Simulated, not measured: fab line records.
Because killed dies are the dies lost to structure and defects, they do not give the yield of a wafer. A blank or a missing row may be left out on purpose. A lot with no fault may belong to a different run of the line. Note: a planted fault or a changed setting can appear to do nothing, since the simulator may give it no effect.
fab line records + flow sky130
[record]
- lots = 6
- wafers = 18
- lastDay = 50
route steps=708 shown METAL1@446 VIA1@458 PAD_OPEN@708
lots that met no fault: taken from a fault-free run of the same line
startH: the number of hours between the record's first day and the start of the first shown wafer of the lot + waitH: how many hours have passed since the lot's step before this one + " unchanged from the row above + L1.1+2: a row that stands for several wafers + - no value, or no start was given + * or withheld: withheld + < > ~ a bound
route shown NAME@n: a module of which the file shows steps, and the number in the route of the first + usual: the fault-free wafers' mean and standard deviation + same: alike in all rows + chamber/n: place in a boat + sites: the reading at each site + _std_site: how widely they spread, as a standard deviation + _edge_site: inner sites' mean taken away from outer sites' mean + radiusMm: how far each site lies from the wafer's centre + mask NAME#n: copy n + behind: tool/chamber where the wafer was last shaped + hold: reason for holding the lot/hours on hold/outcome of the hold + device: the transistor (n, p or np) that didn't switch + end of line: the route-end tests of the same wafers + step lacking rows: just its recipe + killed: the dies lost at the first sort to structure and to defects; this is not the yield of the wafer + map: dies across one wafer; x = killed, . = not, _ = none there
set.NAME: the run value of the setting; set.NAME@STEP: its run value at that earlier step + model.NAME: the simulator's own value behind a step, which no gauge read
a table for each step, a row for each wafer; lots at some steps of the route
services: when a tool's chamber went out of use (startH, in hours from the record's first day, below 0 if earlier), for how many hours, and the reason
[[steps]]
[step SKY_METAL1_EXPOSE_12]
[recipe]
- maskId = MM1
- na = 0.8
- sourceShape = annular
- sigmaInner = 0.55
- sigmaOuter = 0.85
- targetCdNm = 140
- doseMj = 28
[step SKY_METAL1_PEB_13]
[recipe]
- pebTempC = withheld
- pebTimeS = withheld
- resist = KrF-thick
[step SKY_METAL1_DEVELOP_14]
[recipe]
- developTimeS = 60
- resist = KrF-thick
- devTempC = 21
[step SKY_METAL1_CD_MEAS_15]
[recipe]
- targetCdNm = 140
[usual]
- cdNm = 139.4/1.3
| lot.wafer | tool     | chamber | startH | waitH | cdNm  |
|-----------|----------|---------|--------|-------|-------|
| L192.3    | cdSem-01 | -       | 834.18 | -     | 138.2 |
| L192.4    | "        | -       | "      | "     | 139.1 |
| L192.6    | "        | -       | "      | "     | 140.0 |
| L194.3    | cdSem-02 | -       | 837.42 | -     | 142.8 |
| L194.4    | "        | -       | "      | "     | 142.2 |
| L194.6    | "        | -       | "      | "     | 141.8 |
| L202.1    | cdSem-01 | -       | 901.53 | -     | 138.5 |
| L202.2    | "        | -       | "      | "     | 139.4 |
| L202.3    | "        | -       | "      | "     | 140.0 |
| L204.3    | cdSem-02 | -       | 915.53 | -     | 141.5 |
| L204.4    | "        | -       | "      | "     | 140.6 |
| L204.5    | "        | -       | "      | "     | 139.9 |
| L203.1    | cdSem-01 | -       | 915.84 | -     | 138.3 |
| L203.2    | "        | -       | "      | "     | 137.3 |
| L203.4    | "        | -       | "      | "     | 137.9 |
| L205.1    | cdSem-01 | -       | 933.51 | -     | 140.3 |
| L205.3    | "        | -       | "      | "     | 139.0 |
| L205.6    | "        | -       | "      | "     | 138.8 |
[step SKY_METAL1_OVL_MEAS_16]
[usual]
- METAL1_OVL = -1/6
| lot.wafer | tool       | chamber | startH | waitH | METAL1_OVL[nm] |
|-----------|------------|---------|--------|-------|----------------|
| L192.3    | overlay-01 | -       | 834.27 | 0.1   | -10            |
| L192.4    | "          | -       | "      | "     | -9             |
| L192.6    | "          | -       | "      | "     | -7             |
| L194.3    | overlay-01 | -       | 837.51 | 0.1   | 8              |
| L194.4    | "          | -       | "      | "     | 15             |
| L194.6    | "          | -       | "      | "     | 5              |
| L202.1    | overlay-01 | -       | 901.65 | 0.1   | 4              |
| L202.2    | "          | -       | "      | "     | -5             |
| L202.3    | "          | -       | "      | "     | 4              |
| L204.3    | overlay-02 | -       | 915.62 | 0.1   | -2             |
| L204.4    | "          | -       | "      | "     | -10            |
| L204.5    | "          | -       | "      | "     | 2              |
| L203.1    | overlay-01 | -       | 915.96 | 0.1   | 4              |
| L203.2    | "          | -       | "      | "     | -5             |
| L203.4    | "          | -       | "      | "     | -2             |
| L205.1    | overlay-01 | -       | 933.63 | 0.1   | 12             |
| L205.3    | "          | -       | "      | "     | 5              |
| L205.6    | "          | -       | "      | "     | 7              |
[step SKY_METAL1_DESCUM_17]
[recipe]
- chemistry = O2
- sourcePowerW = 150
- biasPowerW = 0
- pressureMtorr = 10
- tempC = 40
- timeS = 8
[usual]
- drypumpMotorCurrentA = 5.9/0.34
- oesProductAu = 0.995/0.0078
| lot.wafer | tool        | chamber | startH | waitH | drypumpMotorCurrentA | oesProductAu | rfHoursCounterH |
|-----------|-------------|---------|--------|-------|----------------------|--------------|-----------------|
| L192.3    | rieMetal-01 | 1       | 834.30 | 0.0   | 5.9                  | 1.006        | -               |
| L192.4    | "           | 0       | "      | "     | 5.2                  | 1.001        | -               |
| L192.6    | "           | 1       | "      | "     | 6.0                  | 1.004        | -               |
| L194.3    | rieMetal-02 | 0       | 837.54 | 0.0   | 5.6                  | 1.009        | -               |
| L194.4    | "           | 1       | "      | "     | 6.1                  | 0.990        | -               |
| L194.6    | "           | 1       | "      | "     | 6.1                  | 0.985        | -               |
| L202.1    | rieMetal-02 | 0       | 901.68 | 0.0   | 5.5                  | 0.986        | 9               |
| L202.2    | "           | 1       | "      | "     | 6.1                  | 0.992        | 6               |
| L202.3    | "           | 0       | "      | "     | 5.5                  | 0.991        | -               |
| L204.3    | rieMetal-04 | 1       | 915.65 | 0.0   | 6.3                  | 0.997        | -               |
| L204.4    | "           | 0       | "      | "     | 5.9                  | 0.999        | -               |
| L204.5    | "           | 1       | "      | "     | 6.3                  | 0.993        | -               |
| L203.1    | rieMetal-02 | 1       | 915.99 | 0.0   | 6.1                  | 0.985        | 7               |
| L203.2    | "           | 0       | "      | "     | 5.5                  | 0.988        | 9               |
| L203.4    | "           | 0       | "      | "     | 5.5                  | 0.989        | -               |
| L205.1    | rieMetal-02 | 0       | 933.66 | 0.0   | 5.5                  | 0.989        | 10              |
| L205.3    | "           | 1       | "      | "     | 6.1                  | 0.980        | -               |
| L205.6    | "           | 0       | "      | "     | 5.5                  | 0.978        | -               |
[step SKY_METAL1_ETCH_18]
[recipe]
- chemistry = N2/H2
- target = BARC
- ionEnergyEv = 200
- biasW = 100
- pressureMtorr = 30
- n2FlowSccm = 100
- h2FlowSccm = 200
- icpW = 500
- stopOn = SiO2
- timeS = 45.9
- targetDepthA = 600
[usual]
- drypumpMotorCurrentA = 5.9/0.34
- oesProductAu = 0.855/0.0048
- throttleValvePct = 13.225/0.0093
| lot.wafer | tool        | chamber | startH | waitH | drypumpMotorCurrentA | oesProductAu | rfHoursCounterH | throttleValvePct |
|-----------|-------------|---------|--------|-------|----------------------|--------------|-----------------|------------------|
| L192.3    | rieMetal-01 | 1       | 834.35 | 0.0   | 5.9                  | 0.852        | -               | 13.216           |
| L192.4    | "           | 0       | "      | "     | 5.2                  | 0.858        | -               | 13.200           |
| L192.6    | "           | 1       | "      | "     | 5.9                  | 0.855        | -               | 13.226           |
| L194.3    | rieMetal-02 | 0       | 837.59 | 0.0   | 5.5                  | 0.856        | -               | 13.212           |
| L194.4    | "           | 1       | "      | "     | 6.1                  | 0.858        | -               | 13.214           |
| L194.6    | "           | 1       | "      | "     | 6.1                  | 0.860        | -               | 13.239           |
| L202.1    | rieMetal-02 | 0       | 901.71 | 0.0   | 5.5                  | 0.855        | 9               | 13.222           |
| L202.2    | "           | 1       | "      | "     | 6.1                  | 0.846        | 6               | 13.226           |
| L202.3    | "           | 0       | "      | "     | 5.5                  | 0.853        | -               | 13.225           |
| L204.3    | rieMetal-04 | 1       | 915.70 | 0.0   | 6.3                  | 0.853        | -               | 13.228           |
| L204.4    | "           | 0       | "      | "     | 5.9                  | 0.856        | -               | 13.216           |
| L204.5    | "           | 1       | "      | "     | 6.3                  | 0.849        | -               | 13.227           |
| L203.1    | rieMetal-02 | 1       | 916.03 | 0.0   | 6.1                  | 0.854        | 7               | 13.223           |
| L203.2    | "           | 0       | "      | "     | 5.6                  | 0.850        | 9               | 13.243           |
| L203.4    | "           | 0       | "      | "     | 5.6                  | 0.856        | -               | 13.243           |
| L205.1    | rieMetal-02 | 0       | 933.69 | 0.0   | 5.5                  | 0.853        | 10              | 13.204           |
| L205.3    | "           | 1       | "      | "     | 6.1                  | 0.865        | -               | 13.221           |
| L205.6    | "           | 0       | "      | "     | 5.5                  | 0.859        | -               | 13.222           |
[step SKY_METAL1_METAL_ETCH_19]
[recipe]
- targetDepthA = 3600
- stopOn = SiO2
- overEtchFrac = 0.3
- timeS = 78
- chemistry = Cl2/BCl3
- resistSidewallDeg = 88
- pressureMtorr = 10
- icpW = 900
- biasW = 48.5
- Cl2_flow_sccm = 60
- bcl3FlowSccm = 30
[usual]
- drypumpMotorCurrentA = 5.9/0.34
- oesProductAu = 0.854/0.0052
- throttleValvePct = 22.264/0.0092
[same]
- overEtchFrac = 0.3
| lot.wafer | tool        | chamber | startH | waitH | drypumpMotorCurrentA | oesProductAu | rfHoursCounterH | throttleValvePct |
|-----------|-------------|---------|--------|-------|----------------------|--------------|-----------------|------------------|
| L192.3    | rieMetal-01 | 1       | 834.42 | 0.1   | 5.9                  | 0.854        | -               | 22.251           |
| L192.4    | "           | 0       | "      | "     | 5.2                  | 0.843        | -               | 22.264           |
| L192.6    | "           | 1       | "      | "     | 6.0                  | 0.850        | -               | 22.270           |
| L194.3    | rieMetal-02 | 0       | 837.66 | 0.1   | 5.5                  | 0.845        | -               | 22.259           |
| L194.4    | "           | 1       | "      | "     | 6.1                  | 0.849        | -               | 22.259           |
| L194.6    | "           | 1       | "      | "     | 6.1                  | 0.853        | -               | 22.274           |
| L202.1    | rieMetal-02 | 0       | 901.78 | 0.0   | 5.5                  | 0.851        | 9               | 22.265           |
| L202.2    | "           | 1       | "      | "     | 6.1                  | 0.846        | 6               | 22.269           |
| L202.3    | "           | 0       | "      | "     | 5.5                  | 0.848        | -               | 22.275           |
| L204.3    | rieMetal-04 | 1       | 915.77 | 0.1   | 6.3                  | 0.850        | -               | 22.265           |
| L204.4    | "           | 0       | "      | "     | 5.9                  | 0.858        | -               | 22.274           |
| L204.5    | "           | 1       | "      | "     | 6.3                  | 0.851        | -               | 22.258           |
| L203.1    | rieMetal-02 | 1       | 916.09 | 0.0   | 6.1                  | 0.861        | 7               | 22.259           |
| L203.2    | "           | 0       | "      | "     | 5.5                  | 0.854        | 9               | 22.276           |
| L203.4    | "           | 0       | "      | "     | 5.5                  | 0.852        | -               | 22.270           |
| L205.1    | rieMetal-02 | 0       | 933.76 | 0.0   | 5.5                  | 0.859        | 10              | 22.263           |
| L205.3    | "           | 1       | "      | "     | 6.1                  | 0.857        | -               | 22.273           |
| L205.6    | "           | 0       | "      | "     | 5.6                  | 0.854        | -               | 22.277           |
[step SKY_METAL1_STRIP_20]
[recipe]
- chemistry = O2/N2
- powerW = 1400
- pressureMtorr = 1500
- platenTempC = withheld
- o2FlowSccm = 3000
- n2FlowSccm = 300
- overashFraction = 0.5
[usual]
- drypumpMotorCurrentA = 5.8/0.45
- oesProductAu = 0.345/0.0044
- stripTimeToEndpointS = 2.74/0.041
| lot.wafer | tool           | chamber | startH | waitH | drypumpMotorCurrentA | oesProductAu | rfHoursCounterH | stripTimeToEndpointS |
|-----------|----------------|---------|--------|-------|----------------------|--------------|-----------------|----------------------|
| L192.3    | plasmaAsher-03 | 0       | 834.51 | 0.1   | 6.0                  | 0.337        | -               | 2.67                 |
| L192.4    | "              | 1       | "      | "     | 5.7                  | 0.343        | -               | 2.74                 |
| L192.6    | "              | 1       | "      | "     | 5.7                  | 0.340        | -               | 2.66                 |
| L194.3    | plasmaAsher-03 | 1       | 837.75 | 0.1   | 5.8                  | 0.349        | -               | 2.76                 |
| L194.4    | "              | 0       | "      | "     | 6.0                  | 0.343        | -               | 2.79                 |
| L194.6    | "              | 0       | "      | "     | 6.0                  | 0.345        | -               | 2.80                 |
| L202.1    | plasmaAsher-03 | 1       | 901.87 | 0.1   | 5.8                  | 0.344        | 74              | 2.75                 |
| L202.2    | "              | 0       | "      | "     | 6.0                  | 0.347        | 74              | 2.76                 |
| L202.3    | "              | 0       | "      | "     | 6.0                  | 0.350        | -               | 2.77                 |
| L204.3    | plasmaAsher-01 | 0       | 915.86 | 0.1   | 6.2                  | 0.346        | -               | 2.74                 |
| L204.4    | "              | 1       | "      | "     | 6.3                  | 0.340        | -               | 2.68                 |
| L204.5    | "              | 1       | "      | "     | 6.4                  | 0.349        | -               | 2.75                 |
| L203.1    | plasmaAsher-02 | 0       | 916.18 | 0.1   | 4.9                  | 0.349        | 49              | 2.78                 |
| L203.2    | "              | 1       | "      | "     | 5.7                  | 0.341        | 49              | 2.75                 |
| L203.4    | "              | 1       | "      | "     | 5.7                  | 0.335        | -               | 2.75                 |
| L205.1    | plasmaAsher-01 | 1       | 933.85 | 0.1   | 6.4                  | 0.335        | 113             | 2.73                 |
| L205.3    | "              | 1       | "      | "     | 6.4                  | 0.342        | -               | 2.79                 |
| L205.6    | "              | 1       | "      | "     | 6.3                  | 0.352        | -               | 2.79                 |
[step SKY_METAL1_STRIP_21]
[recipe]
- chemistry = postEtchResidueRemover
- timeS = 1200
- tempC = 72.5
[step SKY_METAL1_CLEAN_22]
[recipe]
- chemistry = IPA
- timeS = 180
- tempC = 25
[step SKY_METAL1_CLEAN_23]
[recipe]
- chemistry = O3/DIW
- dry = n2Spin
[step SKY_VIA1_HDPCVD_00]
[recipe]
- material = SiO2
- targetThkNm = 1030
- sigmaOpenFrac = 0.3
- timeS = 171.7
- tempC = 400
- sih4FlowSccm = 60
- pressureMtorr = 6
[usual]
- runLengthS = 199.5/0.64
- susceptorTempC = 400.01/0.24
| lot.wafer | tool      | chamber | startH | waitH | runLengthS | susceptorTempC | model.SiO2_of_VIA1_HDPCVD_00.thkNm |
|-----------|-----------|---------|--------|-------|------------|----------------|------------------------------------|
| L192.3    | hdpcvd-02 | 1       | 835.08 | 0.0   | 199.0      | 400.00         | 1024                               |
| L192.4    | "         | 1       | "      | "     | 199.8      | 399.84         | 1026                               |
| L192.6    | "         | 0       | "      | "     | 199.7      | 399.85         | 1023                               |
| L194.3    | hdpcvd-01 | 1       | 838.31 | 0.0   | 198.6      | 400.33         | 1033                               |
| L194.4    | "         | 0       | "      | "     | 199.8      | 399.90         | 1026                               |
| L194.6    | "         | 1       | "      | "     | 198.7      | 400.37         | 1043                               |
| L202.1    | hdpcvd-02 | 1       | 902.46 | 0.0   | 190.9      | -              | 995.9                              |
| L202.2    | "         | 2       | "      | "     | 190.1      | -              | 984.7                              |
| L202.3    | "         | 0       | "      | "     | 191.6      | -              | 977.8                              |
| L204.3    | hdpcvd-01 | 1       | 916.42 | 0.0   | 198.9      | 400.02         | 1028                               |
| L204.4    | "         | 0       | "      | "     | 199.9      | 400.10         | 1029                               |
| L204.5    | "         | 1       | "      | "     | 198.8      | 400.41         | 1026                               |
| L203.1    | hdpcvd-02 | 1       | 916.77 | 0.0   | 190.5      | -              | 969.8                              |
| L203.2    | "         | 0       | "      | "     | 191.4      | -              | 972.8                              |
| L203.4    | "         | 0       | "      | "     | 191.8      | -              | 974                                |
| L205.1    | hdpcvd-01 | 2       | 934.57 | 0.0   | 200.3      | 399.96         | 1038                               |
| L205.3    | "         | 1       | "      | "     | 199.5      | 400.24         | 1030                               |
| L205.6    | "         | 1       | "      | "     | 198.8      | 400.07         | 1032                               |
[step SKY_VIA1_THK_MEAS_01]
[recipe]
- reads = SiO2_of_VIA1_HDPCVD_00
[usual]
- VIA1_HDPCVD_THK = 1031/9.9
| lot.wafer | tool         | chamber | startH | waitH | VIA1_HDPCVD_THK[nm] |
|-----------|--------------|---------|--------|-------|---------------------|
| L192.3    | filmMetro-04 | -       | 835.21 | 0.1   | 1023                |
| L192.4    | "            | -       | "      | "     | 1026                |
| L192.6    | "            | -       | "      | "     | 1023                |
| L194.3    | filmMetro-03 | -       | 838.45 | 0.1   | 1033                |
| L194.4    | "            | -       | "      | "     | 1025                |
| L194.6    | "            | -       | "      | "     | 1042                |
| L202.1    | filmMetro-04 | -       | 902.57 | 0.1   | 997                 |
| L202.2    | "            | -       | "      | "     | 985                 |
| L202.3    | "            | -       | "      | "     | 978                 |
| L204.3    | filmMetro-03 | -       | 916.55 | 0.1   | 1027                |
| L204.4    | "            | -       | "      | "     | 1029                |
| L204.5    | "            | -       | "      | "     | 1026                |
| L203.1    | filmMetro-04 | -       | 916.88 | 0.1   | 969                 |
| L203.2    | "            | -       | "      | "     | 974                 |
| L203.4    | "            | -       | "      | "     | 974                 |
| L205.1    | filmMetro-04 | -       | 934.68 | 0.1   | 1038                |
| L205.3    | "            | -       | "      | "     | 1029                |
| L205.6    | "            | -       | "      | "     | 1031                |
[step SKY_VIA1_CMP_02]
[recipe]
- material = SiO2
- downForcePsi = 4
- platenRpm = 60
- padVelocityMS = 0.94248
[usual]
- motorCurrentA = 12.2/1.4
| lot.wafer | tool   | chamber | startH | waitH | motorCurrentA |
|-----------|--------|---------|--------|-------|---------------|
| L192.4    | cmp-01 | 2       | 835.25 | 0.0   | 13.1          |
| L192.3    | "      | 3       | "      | "     | 11.2          |
| L192.6    | "      | 2       | "      | "     | 12.8          |
| L194.3    | cmp-01 | 1       | 838.54 | 0.1   | 13.5          |
| L194.4    | "      | 3       | "      | "     | 11.0          |
| L194.6    | "      | 0       | "      | "     | 13.3          |
| L202.3    | cmp-02 | 3       | 902.68 | 0.1   | 8.9           |
| L202.1    | "      | 0       | "      | "     | 12.2          |
| L202.2    | "      | 1       | "      | "     | 11.6          |
| L204.3    | cmp-02 | 1       | 916.59 | 0.0   | 11.4          |
| L204.4    | "      | 3       | "      | "     | 8.9           |
| L204.5    | "      | 2       | "      | "     | 12.6          |
| L203.2    | cmp-02 | 1       | 916.94 | 0.0   | 11.9          |
| L203.1    | "      | 3       | "      | "     | 9.3           |
| L203.4    | "      | 0       | "      | "     | 12.0          |
| L205.3    | cmp-01 | 2       | 934.74 | 0.0   | 13.6          |
| L205.1    | "      | 3       | "      | "     | 10.9          |
| L205.6    | "      | 3       | "      | "     | 11.3          |
[step SKY_PAD_OPEN_PROBE_99]
[usual]
- defectLimitedYield = 82.9/2
- killed_at_M0_to_M3 = 42/7.4
- killed_at_M4_up = 3.3/2.1
- killedAtContacts = 24/5.3
- killedAtFrontEnd = 15/4.5
- killedAtOther = 0.3/0.57
- killedDies = 84/10
- killedOpen = 46/7.5
- killedShort = 38/6.4
- sort_bin_3_pad_short = 0.9/0.44
- sort_bin_5_function = 10.2/1.5
- sort_bin_6_memory = 6.0/1.1
- sortNPass = 408/10
- sortYieldPct = 82.9/2
[same]
- grossDies = 492
- killedAtBackSide = 0
- sort_bin_4_leakage[%] = 0
- sort_bin_8_speed[%] = 0
| lot.wafer | tool      | chamber | startH  | waitH | defectLimitedYield[%] | killed_at_M0_to_M3 | killed_at_M4_up | killedAtContacts | killedAtFrontEnd | killedAtOther | killedDies | killedOpen | killedShort | sort_bin_3_pad_short[%] | sort_bin_5_function[%] | sort_bin_6_memory[%] | sortNPass | sortYieldPct[%] |
|-----------|-----------|---------|---------|-------|-----------------------|--------------------|-----------------|------------------|------------------|---------------|------------|------------|-------------|-------------------------|------------------------|----------------------|-----------|-----------------|
| L204.3    | prober-01 | -       | 1183.88 | 0.2   | 85.2                  | 41                 | 4               | 17               | 11               | 0             | 73         | 44         | 29          | 0.8                     | 8.5                    | 5.5                  | 419       | 85.2            |
| L204.4    | prober-01 | -       | 1183.93 | 0.2   | 82.5                  | 45                 | 2               | 28               | 11               | 0             | 86         | 53         | 33          | 0.6                     | 10.0                   | 6.9                  | 406       | 82.5            |
| L204.5    | prober-01 | -       | 1183.98 | 0.2   | 84.6                  | 35                 | 2               | 28               | 10               | 1             | 76         | 46         | 30          | 1.0                     | 9.6                    | 4.9                  | 416       | 84.6            |
// killed by level:class
L204.3 VIA3:geometricParticle:open=9 VIA1:geometricParticle:open=8 FIELD_ISO:geometricParticle:open=6 LI_CONTACT:geometricParticle:open=5 CONTACT:geometricParticle:open=5 METAL1:geometricParticle:short=5 VIA2:geometricParticle:open=5 LI_CONTACT:geometricParticle:short=4
L204.4 CONTACT:geometricParticle:open=11 VIA1:geometricParticle:open=9 LI_CONTACT:geometricParticle:open=7 VIA2:geometricParticle:open=7 VIA3:geometricParticle:open=7 FIELD_ISO:geometricParticle:open=6 VIA1:geometricParticle:short=5 LOCAL_INTERCONNECT:geometricParticle:short=5
L204.5 VIA2:geometricParticle:open=10 CONTACT:geometricParticle:open=9 LI_CONTACT:geometricParticle:open=7 VIA3:geometricParticle:open=7 CONTACT:geometricParticle:short=6 VIA1:geometricParticle:open=5 LOCAL_INTERCONNECT:geometricParticle:short=4 VIA1:geometricParticle:short=3
[[services]]
| tool           | chamber | startH | hours | kind                          |
|----------------|---------|--------|-------|-------------------------------|
| cmp-01         | -       | 810.89 | 1.0   | repair                        |
| rieMetal-01    | -       | 811.40 | 0.7   | repair                        |
| plasmaAsher-01 | -       | 818.64 | 16.4  | pm                            |
| hdpcvd-01      | 2       | 843.11 | 5.8   | repair                        |
| rieMetal-04    | 0       | 848.85 | -     | clean                         |
| rieMetal-04    | 0       | 848.85 | 29.2  | scheduledDown                 |
| rieMetal-04    | 0       | 848.85 | 29.2  | ventCycle                     |
| cmp-01         | -       | 858.53 | 0.3   | repair                        |
| cmp-02         | -       | 862.50 | 1.3   | repair                        |
| cmp-01         | -       | 884.17 | 4.1   | pm                            |
| cmp-01         | -       | 889.37 | 1.1   | repair                        |
| cmp-02         | -       | 896.35 | 2.2   | repair                        |
| cmp-02         | -       | 912.54 | 0.9   | repair                        |
| cmp-01         | -       | 916.76 | 4.0   | pm                            |
| cmp-01         | -       | 920.76 | -     | consumableReplace:conditioner |
| cmp-01         | -       | 920.76 | -     | consumableReplace:pad         |
| hdpcvd-02      | -       | 925.95 | 2.8   | pm                            |
[[key]]
[firstSign]
- step = SKY_VIA1_HDPCVD_00
- reading = runLengthS
- direction = down
- sigmas = 13
- usual = *
- struck = *
[effect]
- step = SKY_VIA1_THK_MEAS_01
- reading = VIA1_HDPCVD_THK
- direction = down
- sigmas = 5.2
- usual = 1031
- struck = 979
[modelEffect]
- step = SKY_VIA1_HDPCVD_00
- value = SiO2_of_VIA1_HDPCVD_00.thkNm
- without = 1029
- struck = 979.2
metAt SKY_VIA1_HDPCVD_00
struckWafers L202.1,L202.2,L202.3,L203.1,L203.2,L203.4
onsetBetween 835.08 902.46
[fault]
- kind = processParameterDrift
- tool = hdpcvd-02
- chamber = -
- onsetH = 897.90
- steps = SKY_VIA1_HDPCVD_00
- channel = timeS
- offset = *
- shape = step
- endH = 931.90
- actsIn = *
- stated = *
